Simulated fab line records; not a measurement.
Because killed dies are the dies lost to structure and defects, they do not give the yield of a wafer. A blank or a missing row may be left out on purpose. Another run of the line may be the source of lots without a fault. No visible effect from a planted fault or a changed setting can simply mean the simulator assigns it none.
fab line records	flow sky130
record: lots: 5	wafers: 15	last_day: 50
route steps=708 shown VT_ADJUST_LVTN@111 VT_ADJUST_NCORE@119 PAD_OPEN@708
lots with no fault: from the same line, run without faults
start_h: hours from the record's opening day to when the first of the lot's shown wafers began	wait_h: hours from the lot's prior step to this one	" the same as in the row above	L1.1+2: a row that stands for several wafers	- no value present, or no start provided	* or withheld: withheld	< > ~ a bound
route shown NAME@n: NAME is a module with steps in the file, n the number in the route of the first one	usual: mean/standard deviation of fault-free wafers	same: alike in all rows	chamber/n: place in a boat	sites: per-site readings	_std_site: standard deviation of those values	_edge_site: outer sites' mean less inner sites'	radius_mm: for every site, how far away it sits from the centre of the wafer	mask NAME#n: copy n	behind: the most recent tool/chamber to have shaped the wafer	hold: reason for holding the lot/hours on hold/outcome of the hold	device: which transistor (n, p or np) failed to switch	end of line: at the end of the route, the tests of the same wafers	for a step that has no rows: nothing shown but its recipe	killed: dies that structure and defects cost at the first sort, which is not the same as the wafer's yield	map: a wafer's dies, marking killed ones x, the rest . and places with no die _
set.NAME: the setting that was run; set.NAME@STEP: the one run at that earlier step	model.NAME: the simulator's own value behind a step, which no gauge read
lots at selected steps of the route; one table per step, one row per wafer
services: from which hour (start_h, from the record's first day; less than 0 if before it) a tool's chamber was out of use, for how many hours, and why
== steps ==
step: SKY_VT_ADJUST_LVTN_SOFTBAKE_14
recipe: temp_c: 90	time_s: 60	resist: NOVOLAK
step: SKY_VT_ADJUST_LVTN_EXPOSE_15
recipe: mask_id: HVN_STD_DERIVED	na: 0.6	source_shape: conventional	sigma_outer: 0.6	polarization: unpolarized	target_cd_nm: 600	dose_mj: 163
step: SKY_VT_ADJUST_LVTN_PEB_16
recipe: temp_c: withheld	time_s: *	resist: NOVOLAK
step: SKY_VT_ADJUST_LVTN_DEVELOP_17
recipe: resist: NOVOLAK	developer: TMAH	develop_time_s: 60	dev_temp_c: 23
step: SKY_VT_ADJUST_LVTN_OVL_MEAS_18
usual: VT_ADJUST_LVTN_01_OVL: -0.3/1.4
lot.wafer	tool	chamber	start_h	wait_h	VT_ADJUST_LVTN_01_OVL[nm]
L149.2	overlay-02	-	158.40	0.1	-0.2
L149.3	"	-	"	"	0.7
L149.5	"	-	"	"	-0.5
L154.1	overlay-02	-	189.70	0.1	0.1
L154.5	"	-	"	"	0.3
L154.6	"	-	"	"	0.9
L157.1	overlay-02	-	209.24	0.1	-1.2
L157.3	"	-	"	"	-2.4
L157.5	"	-	"	"	-2.5
L163.1	overlay-01	-	253.65	0.1	0.5
L163.5	"	-	"	"	1.9
L163.6	"	-	"	"	2.1
L170.2	overlay-02	-	309.40	0.1	-0.7
L170.4	"	-	"	"	-0.1
L170.5	"	-	"	"	1.5
step: SKY_VT_ADJUST_LVTN_IMPLANT_19
recipe: species: B	energy_kev: 30	dose_cm2: 6.5e+11	tilt_deg: withheld
step: SKY_VT_ADJUST_LVTN_STRIP_20
recipe: chemistry: O2/N2	power_w: 1400	pressure_mtorr: 1500	platen_temp_c: withheld	o2_flow_sccm: 3000	n2_flow_sccm: 300	overash_fraction: 0.5
usual: drypump_motor_current_A: 5.9/0.58	oes_product_au: 0.715/0.0051	strip_time_to_endpoint_s: 14.17/0.035
lot.wafer	tool	chamber	start_h	wait_h	drypump_motor_current_A	oes_product_au	rf_hours_counter_h	strip_time_to_endpoint_s
L149.2	plasma_asher-04	1	158.58	0.1	5.7	0.714	35	14.14
L149.3	"	0	"	"	6.6	0.717	-	14.17
L149.5	"	0	"	"	6.6	0.713	-	14.19
L154.1	plasma_asher-04	1	189.88	0.1	5.8	0.711	38	14.17
L154.5	"	1	"	"	5.8	0.717	-	14.15
L154.6	"	0	"	"	6.6	0.709	-	14.15
L157.1	plasma_asher-03	1	209.43	0.1	5.7	0.729	51	14.16
L157.3	"	0	"	"	6.3	0.709	-	14.16
L157.5	"	1	"	"	5.7	0.717	-	14.16
L163.1	plasma_asher-04	0	253.83	0.1	6.6	0.715	44	14.19
L163.5	"	1	"	"	5.8	0.710	-	14.18
L163.6	"	0	"	"	6.6	0.715	-	14.18
L170.2	plasma_asher-01	0	309.63	0.1	4.9	0.722	63	14.11
L170.4	"	1	"	"	6.3	0.715	-	14.16
L170.5	"	0	"	"	4.9	0.720	-	14.16
step: SKY_VT_ADJUST_LVTN_TW_MEAS_21
usual: VT_ADJUST_LVTN_2_TW: 188.1/2.1
lot.wafer	tool	chamber	start_h	wait_h	VT_ADJUST_LVTN_2_TW
L149.2	film_metro-01	-	158.69	0.1	185.2
L149.3	"	-	"	"	184.6
L149.5	"	-	"	"	184.7
L154.1	film_metro-02	-	189.98	0.1	188.3
L154.5	"	-	"	"	187.5
L154.6	"	-	"	"	188.8
L157.1	film_metro-04	-	209.53	0.1	189.7
L157.3	"	-	"	"	190.4
L157.5	"	-	"	"	189.6
L163.1	film_metro-02	-	253.93	0.1	188.7
L163.5	"	-	"	"	190.1
L163.6	"	-	"	"	188.5
L170.2	film_metro-04	-	309.74	0.1	189.8
L170.4	"	-	"	"	190.5
L170.5	"	-	"	"	190.1
step: SKY_VT_ADJUST_NCORE_DEHYDRATE_00
recipe: temp_c: 200	time_s: 60
step: SKY_VT_ADJUST_NCORE_HMDS_01
recipe: prime_time_s: 60	prime_temp_c: 120
step: SKY_VT_ADJUST_NCORE_COAT_02
recipe: resist: NOVOLAK	spin_rpm: 3000	resist_thk_nm: 1140
step: SKY_VT_ADJUST_NCORE_SOFTBAKE_03
recipe: temp_c: 90	time_s: 60	resist: NOVOLAK
step: SKY_VT_ADJUST_NCORE_EXPOSE_04
recipe: mask_id: LVTN_COMPLEMENT_THIN	na: 0.6	source_shape: conventional	sigma_outer: 0.6	polarization: unpolarized	target_cd_nm: 380	dose_mj: 139
usual: focus_offset_nm: 0.1/0.5
lot.wafer	tool	chamber	start_h	wait_h	mask	focus_offset_nm
L149.2	iline_stepper-01	0	168.31	-	LVTN_COMPLEMENT_THIN#0	0.1
L149.3	"	0	"	"	LVTN_COMPLEMENT_THIN#0	0.4
L149.5	"	0	"	"	LVTN_COMPLEMENT_THIN#0	0.4
L154.1	iline_stepper-02	0	199.25	-	LVTN_COMPLEMENT_THIN#0	0.4
L154.5	"	0	"	"	LVTN_COMPLEMENT_THIN#0	1.1
L154.6	"	0	"	"	LVTN_COMPLEMENT_THIN#0	0.4
L157.1	iline_stepper-01	0	220.35	-	HVN_STD_DERIVED#0	0.5
L157.3	"	0	"	"	HVN_STD_DERIVED#0	1.4
L157.5	"	0	"	"	HVN_STD_DERIVED#0	0.4
L163.1	iline_stepper-02	0	266.15	-	LVTN_COMPLEMENT_THIN#0	-0.5
L163.5	"	0	"	"	LVTN_COMPLEMENT_THIN#0	0.3
L163.6	"	0	"	"	LVTN_COMPLEMENT_THIN#0	0.5
L170.2	iline_stepper-02	0	322.59	-	LVTN_COMPLEMENT_THIN#0	0.0
L170.4	"	0	"	"	LVTN_COMPLEMENT_THIN#0	-0.5
L170.5	"	0	"	"	LVTN_COMPLEMENT_THIN#0	-0.9
step: SKY_VT_ADJUST_NCORE_PEB_05
recipe: temp_c: withheld	time_s: *	resist: NOVOLAK
step: SKY_VT_ADJUST_NCORE_DEVELOP_06
recipe: resist: NOVOLAK	developer: TMAH	develop_time_s: 60	dev_temp_c: 23
step: SKY_VT_ADJUST_NCORE_CD_MEAS_07
recipe: target_cd_nm: 380
usual: cd_nm: 379.4/1.9
lot.wafer	tool	chamber	start_h	wait_h	cd_nm
L149.2	cd_sem-02	-	177.57	0.1	384.1
L149.3	"	-	"	"	382.7
L149.5	"	-	"	"	380.4
L154.1	cd_sem-01	-	210.54	0.1	378.8
L154.5	"	-	"	"	379.8
L154.6	"	-	"	"	380.8
L157.1	cd_sem-02	-	231.80	0.1	-
L157.3	"	-	"	"	-
L157.5	"	-	"	"	-
L163.1	cd_sem-01	-	278.09	0.1	377.6
L163.5	"	-	"	"	376.1
L163.6	"	-	"	"	378.9
L170.2	cd_sem-01	-	335.66	0.1	376.4
L170.4	"	-	"	"	376.5
L170.5	"	-	"	"	378.5
step: SKY_VT_ADJUST_NCORE_OVL_MEAS_08
usual: VT_ADJUST_NCORE_OVL: 1.6/1.7
lot.wafer	tool	chamber	start_h	wait_h	VT_ADJUST_NCORE_OVL[nm]
L149.2	overlay-02	-	177.67	0.1	1.8
L149.3	"	-	"	"	3.1
L149.5	"	-	"	"	2.9
L154.1	overlay-02	-	210.66	0.1	-4.1
L154.5	"	-	"	"	-1.2
L154.6	"	-	"	"	-1.0
L157.1	overlay-01	-	231.92	0.1	-
L157.3	"	-	"	"	-
L157.5	"	-	"	"	-
L163.1	overlay-01	-	278.21	0.1	3.9
L163.5	"	-	"	"	1.6
L163.6	"	-	"	"	4.6
L170.2	overlay-01	-	335.77	0.1	0.5
L170.4	"	-	"	"	0.3
L170.5	"	-	"	"	3.6
step: SKY_VT_ADJUST_NCORE_IMPLANT_09
recipe: species: B	energy_kev: 10	dose_cm2: 2.4e+12	tilt_deg: withheld
step: SKY_VT_ADJUST_NCORE_STRIP_10
recipe: chemistry: O2/N2	power_w: 1400	pressure_mtorr: 1500	platen_temp_c: withheld	o2_flow_sccm: 3000	n2_flow_sccm: 300	overash_fraction: 0.5
usual: drypump_motor_current_A: 6.0/0.4	oes_product_au: 0.716/0.0049	strip_time_to_endpoint_s: 14.19/0.038
lot.wafer	tool	chamber	start_h	wait_h	drypump_motor_current_A	oes_product_au	rf_hours_counter_h	strip_time_to_endpoint_s
L149.2	plasma_asher-04	1	177.85	0.1	5.8	0.713	37	14.23
L149.3	"	0	"	"	6.7	0.725	-	14.21
L149.5	"	0	"	"	6.6	0.718	-	14.18
L154.1	plasma_asher-04	0	210.85	0.1	6.6	0.720	40	14.13
L154.5	"	0	"	"	6.6	0.721	-	14.16
L154.6	"	1	"	"	5.8	0.724	-	14.12
L157.1	plasma_asher-04	0	232.10	0.1	6.6	0.727	42	14.21
L157.3	"	0	"	"	6.6	0.714	-	14.20
L157.5	"	0	"	"	6.6	0.719	-	14.19
L163.1	plasma_asher-03	0	278.40	0.1	6.3	0.716	58	14.20
L163.5	"	1	"	"	5.7	0.717	-	14.19
L163.6	"	0	"	"	6.3	0.713	-	14.21
L170.2	plasma_asher-04	0	335.95	0.1	6.6	0.722	50	14.16
L170.4	"	1	"	"	5.7	0.724	-	14.12
L170.5	"	0	"	"	6.6	0.710	-	14.15
step: SKY_VT_ADJUST_NCORE_TW_MEAS_11
usual: VT_ADJUST_NCORE_TW: 221.3/1.3
lot.wafer	tool	chamber	start_h	wait_h	hold	VT_ADJUST_NCORE_TW
L149.2	film_metro-04	-	177.96	0.1	-	220.5
L149.3	"	-	"	"	-	221.7
L149.5	"	-	"	"	-	221.5
L154.1	film_metro-04	-	210.95	0.1	-	221.4
L154.5	"	-	"	"	-	220.3
L154.6	"	-	"	"	-	221.8
L157.1	film_metro-03	-	232.20	0.1	await_dispo/0.2h/release	30.6
L157.3	"	-	"	"	await_dispo/0.2h/release	30.5
L157.5	"	-	"	"	await_dispo/0.2h/release	30.7
L157.1	film_metro-03	-	232.43	0.2	-	30.6
L157.3	"	-	"	"	-	30.4
L157.5	"	-	"	"	-	30.6
L163.1	film_metro-04	-	278.50	0.1	-	219.9
L163.5	"	-	"	"	-	221.1
L163.6	"	-	"	"	-	219.6
L170.2	film_metro-04	-	336.05	0.1	-	221.8
L170.4	"	-	"	"	-	222.5
L170.5	"	-	"	"	-	221.0
step: SKY_PAD_OPEN_PROBE_99
usual: defect_limited_yield: 82.4/1.9	killed_at_M0_to_M3: 44/7.2	killed_at_M4_up: 3.4/2.1	killed_at_contacts: 24/5.5	killed_at_front_end: 15/4.6	killed_at_other: 0.4/0.64	killed_dies: 86/9.1	killed_open: 47/7.5	killed_short: 39/5.8	sort_bin_3_pad_short: 0.9/0.41	sort_bin_5_function: 10.4/1.5	sort_bin_6_memory: 6.3/1.2	sort_n_pass: 406/9.1	sort_yield_pct: 82.4/1.9
same: gross_dies: 492	killed_at_back_side: 0	sort_bin_4_leakage[%]: 0	sort_bin_8_speed[%]: 0
lot.wafer	tool	chamber	start_h	wait_h	defect_limited_yield[%]	killed_at_M0_to_M3	killed_at_M4_up	killed_at_contacts	killed_at_front_end	killed_at_other	killed_dies	killed_open	killed_short	sort_bin_3_pad_short[%]	sort_bin_5_function[%]	sort_bin_6_memory[%]	sort_n_pass	sort_yield_pct[%]
L149.2	prober-01	-	1066.46	0.1	82.5	45	4	22	14	1	86	59	25	1.0	9.8	6.7	406	82.5
L149.3	prober-01	-	1066.51	0.2	83.3	38	3	25	14	2	82	35	47	1.4	10.4	4.9	410	83.3
L149.5	prober-01	-	1066.61	0.2	87.0	22	3	25	14	0	64	37	27	0.4	7.3	5.3	428	87.0
L154.1	prober-02	-	1102.16	0.1	83.5	40	4	23	14	0	81	43	38	1.6	9.3	5.5	411	83.5
L154.5	prober-02	-	1102.36	0.2	83.9	39	8	19	13	0	79	40	39	0.6	8.9	6.5	413	83.9
L154.6	prober-02	-	1102.41	0.2	79.9	55	4	23	17	0	99	59	40	0.2	11.8	8.1	393	79.9
L163.1	prober-02	-	1157.11	0.1	82.5	33	6	28	19	0	86	49	37	0.4	10.0	7.1	406	82.5
L163.5	prober-02	-	1157.31	0.2	85.8	40	3	15	12	0	70	43	27	0.6	7.9	5.7	422	85.8
L163.6	prober-02	-	1157.36	0.2	85.0	38	5	20	11	0	74	42	32	1.0	7.7	6.3	418	85.0
L170.2	prober-02	-	1194.16	0.1	83.9	31	1	25	21	1	79	50	29	1.4	9.6	5.1	413	83.9
L170.4	prober-02	-	1194.26	0.2	81.1	29	4	29	30	1	93	41	49	0.8	13.6	4.5	399	81.1
L170.5	prober-02	-	1194.31	0.2	82.7	39	3	28	15	0	85	45	40	1.0	9.1	7.1	407	82.7
killed by level:class
L149.2 VIA1:geometric_particle:open=14 VIA3:geometric_particle:open=11 CONTACT:geometric_particle:open=8 VIA2:geometric_particle:open=7 FIELD_ISO:geometric_particle:open=5 LI_CONTACT:geometric_particle:open=5 FIELD_ISO:geometric_particle:short=3 LI_CONTACT:geometric_particle:short=3
L149.3 METAL2:geometric_particle:short=11 CONTACT:geometric_particle:open=9 VIA1:geometric_particle:open=8 VIA1:geometric_particle:short=7 CONTACT:geometric_particle:short=6 FIELD_ISO:geometric_particle:short=5 LI_CONTACT:geometric_particle:open=4 VIA3:geometric_particle:open=4
L149.5 CONTACT:geometric_particle:open=9 LOCAL_INTERCONNECT:geometric_particle:short=7 LI_CONTACT:geometric_particle:open=6 VIA1:geometric_particle:open=6 FIELD_ISO:geometric_particle:open=5 METAL1:geometric_particle:short=5 VIA3:geometric_particle:open=4 FIELD_ISO:geometric_particle:short=4
L154.1 VIA3:geometric_particle:open=9 LI_CONTACT:geometric_particle:open=8 VIA1:geometric_particle:open=8 METAL1:geometric_particle:short=6 FIELD_ISO:geometric_particle:short=5 CONTACT:geometric_particle:short=5 LOCAL_INTERCONNECT:geometric_particle:short=4 POLY_GATE:geometric_particle:open=3
L154.5 VIA1:geometric_particle:open=8 CONTACT:geometric_particle:open=7 VIA3:geometric_particle:open=7 POLY_GATE:geometric_particle:short=6 VIA1:geometric_particle:short=5 METAL4:geometric_particle:short=5 LOCAL_INTERCONNECT:geometric_particle:short=4 CONTACT:geometric_particle:short=4
L154.6 VIA1:geometric_particle:open=14 CONTACT:geometric_particle:open=11 VIA3:geometric_particle:open=10 FIELD_ISO:geometric_particle:open=5 CONTACT:geometric_particle:short=5 VIA1:geometric_particle:short=5 METAL2:geometric_particle:short=5 VIA2:geometric_particle:open=5
L163.1 VIA1:geometric_particle:open=14 CONTACT:geometric_particle:open=8 CONTACT:geometric_particle:short=6 VIA2:geometric_particle:open=6 FIELD_ISO:geometric_particle:open=5 LI_CONTACT:geometric_particle:short=5 LI_CONTACT:geometric_particle:open=5 METAL2:geometric_particle:short=5
L163.5 CONTACT:geometric_particle:open=10 VIA1:geometric_particle:open=9 VIA2:geometric_particle:open=9 VIA3:geometric_particle:open=5 VIA1:geometric_particle:short=4 FIELD_ISO:geometric_particle:open=3 FIELD_ISO:geometric_particle:short=3 METAL1:geometric_particle:short=3
L163.6 VIA1:geometric_particle:open=12 FIELD_ISO:geometric_particle:short=7 LI_CONTACT:geometric_particle:open=7 CONTACT:geometric_particle:open=6 LI_CONTACT:geometric_particle:short=4 VIA2:geometric_particle:open=4 METAL1:geometric_particle:short=3 METAL2:geometric_particle:short=3
L170.2 CONTACT:geometric_particle:open=10 LI_CONTACT:geometric_particle:open=8 VIA1:geometric_particle:open=8 FIELD_ISO:geometric_particle:open=5 VIA1:geometric_particle:short=5 VIA2:geometric_particle:open=5 SONOS_ONO:geometric_particle:open=3 POLY_GATE:geometric_particle:short=3
L170.4 CONTACT:geometric_particle:open=11 FIELD_ISO:geometric_particle:short=7 POLY_GATE:geometric_particle:short=7 CONTACT:geometric_particle:short=6 VIA1:geometric_particle:open=6 FIELD_ISO:geometric_particle:open=5 POLY_GATE:geometric_particle:open=5 METAL2:geometric_particle:short=5
L170.5 CONTACT:geometric_particle:open=11 VIA1:geometric_particle:open=10 VIA3:geometric_particle:open=8 FIELD_ISO:geometric_particle:short=6 VIA3:geometric_particle:short=6 LOCAL_INTERCONNECT:geometric_particle:short=5 METAL1:geometric_particle:short=5 LI_CONTACT:geometric_particle:open=4
== services ==
tool	chamber	start_h	hours	kind
plasma_asher-03	-	139.55	0.5	repair
plasma_asher-01	-	155.11	2.7	repair
iline_stepper-02	-	180.45	1.7	pm
plasma_asher-04	-	189.10	0.4	repair
iline_stepper-01	-	189.99	1.7	pm
plasma_asher-03	-	195.35	0.7	repair
plasma_asher-03	-	270.16	0.9	repair
plasma_asher-01	-	271.65	1.9	repair
iline_stepper-01	0	282.36	-	calibration
plasma_asher-04	-	309.79	17.7	repair
plasma_asher-01	-	311.27	0.5	repair
== key ==
first_sign: step: SKY_VT_ADJUST_NCORE_EXPOSE_04	reading: mask	direction: changed
effect: step: SKY_VT_ADJUST_NCORE_CD_MEAS_07	reading: cd_nm	direction: missing
effect: step: SKY_VT_ADJUST_NCORE_OVL_MEAS_08	reading: VT_ADJUST_NCORE_OVL	direction: missing
effect: step: SKY_VT_ADJUST_NCORE_TW_MEAS_11	reading: visit	direction: added
effect: step: SKY_VT_ADJUST_NCORE_TW_MEAS_11	reading: VT_ADJUST_NCORE_TW	direction: down	sigmas: 99+	usual: 221.3	struck: 30.6
met_at SKY_VT_ADJUST_NCORE_EXPOSE_04
struck_wafers L157.1,L157.3,L157.5
scrapped_behind SKY_VT_ADJUST_NCORE_TW_MEAS_11 L157.1,L157.3,L157.5
onset_between 168.31 220.35
fault: kind: wrong_mask	tool: any	chamber: -	onset_h: 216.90	steps: SKY_VT_ADJUST_NCORE_EXPOSE_04	aux_copy: HVN_STD_DERIVED#0	scope: struck_lots_only
